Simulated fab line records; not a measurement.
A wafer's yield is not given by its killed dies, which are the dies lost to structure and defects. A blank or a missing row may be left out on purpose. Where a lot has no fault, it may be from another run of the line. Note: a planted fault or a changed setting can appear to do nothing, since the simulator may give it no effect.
8D (eight disciplines) problem report, filled in by code -- flow sky130 -- the parts of the form that need people (team, actions taken, sign-off) are left out

1. WHAT WENT WRONG
LI_CONTACT_HDPCVD_THK at SKY_LI_CONTACT_THK_MEAS_01 reads a mean of 1471 nm on 3 wafers of 2 lots; wafers without a fault read 934 nm with a standard deviation of 11. That puts it +49 standard deviations away from the usual mean.
The first sign was on wafer L431.1 at day 35 11:03, on filmMetro-02. Wafers with a number at this step in the record: 36, from 12 lots. Rule for "out" (also "out of limits"): further than 4 standard deviations from the usual mean. The rest of the wafers with a number are treated as sound.

2. WHAT IT IS, WHAT IT ISN'T
question,is,is not
which readings at this step,LI_CONTACT_HDPCVD_THK,-
which lots,"L431, L432","L411, L413, L414, L415, L416, L419, L420, L421, L424, L433"
which wafers of those lots,"L431.1, L431.6, L432.3","L431.3, L432.2, L432.6"
read on which gauges,filmMetro-02,"filmMetro-03, filmMetro-04"
when,from day 35 11:03,"up to then (28 sound wafers); but 5 sound wafers of L432, L433 came after"

3. THE SUSPECTS, EACH WITH WHAT RULES IT OUT
Counting: any tool at a process step up to the reading remains a suspect provided it ran every lot that is out. Sound lots after the first of them don't rule it out here, since some wafers of a struck lot are sound.
- the gauge at SKY_LI_CONTACT_THK_MEAS_01: ruled out. All the wafers that are out were read on filmMetro-02, but those of them that SKY_LI_CONTACT_HDPCVD_00 has rows for are out there too, on other tools.
- hdpcvd-02 at SKY_LI_CONTACT_HDPCVD_00 (deposits PSG, target thk 930 nm, time 155 s): kept. Ran every lot that is out, first one L431 (day 35 10:57); last sound lot up to then L424 (day 32 18:37). On those wafers its own readings are out: runLengthS.
- hdpcvd-02, SKY_LI_CONTACT_HDPCVD_00: wafers that are out in chamber 0, sound lot-mates in chambers 1, 2.
After counting, what remains is hdpcvd-02 at SKY_LI_CONTACT_HDPCVD_00.

4. THE CAUSE (what the simulator had put in)
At SKY_LI_CONTACT_HDPCVD_00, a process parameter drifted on hdpcvd-02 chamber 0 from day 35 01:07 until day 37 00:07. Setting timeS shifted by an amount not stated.
Counting left only this tool.

5. THE CHAIN OF EFFECTS, in route order
One row per reading whose mean, taken over the struck wafers that have a number, lies over 3 standard deviations from the usual. Only readings for which the record gives a usual standard deviation are gone through. hours: the time from each lot's start at the first step in this table that gives one to its start at this step, as a median over the lots. sigmas: the change in usual standard deviations.
hours,step,reading,usual,on struck wafers,change,sigmas
0,SKY_LI_CONTACT_HDPCVD_00,runLengthS,183.0 s,273.0,+90.0,+99 or more
0,SKY_LI_CONTACT_THK_MEAS_01,LI_CONTACT_HDPCVD_THK,934 nm,1471,+537,+49
0,SKY_LI_CONTACT_CMP_02,timeToEndpointS,33 s,86,+53,+17
The process steps in it:
- SKY_LI_CONTACT_HDPCVD_00: deposits PSG, target thk 930 nm, time 155 s.
- SKY_LI_CONTACT_CMP_02: polishes PSG.
At these later measuring or inspecting steps, every struck wafer for which the step has a row has a number for every such reading, and none has moved that far: SKY_CONTACT_THK_MEAS_03.

6. HOW IT WOULD HAVE BEEN CAUGHT EARLIER
The first out-of-limits reading at a measuring or inspecting step in this record came at day 35 11:03, 10 hours after the fault's start at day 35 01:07.
The tool's own readings at SKY_LI_CONTACT_HDPCVD_00 were out on every struck wafer that the step has a row for (runLengthS): an alarm limit on them would have fired on the first of those.
Among the 2 lots that are out, L432 began SKY_LI_CONTACT_HDPCVD_00 on hdpcvd-02 after day 35 11:03. Had the tool been put on hold then, it would have been spared.
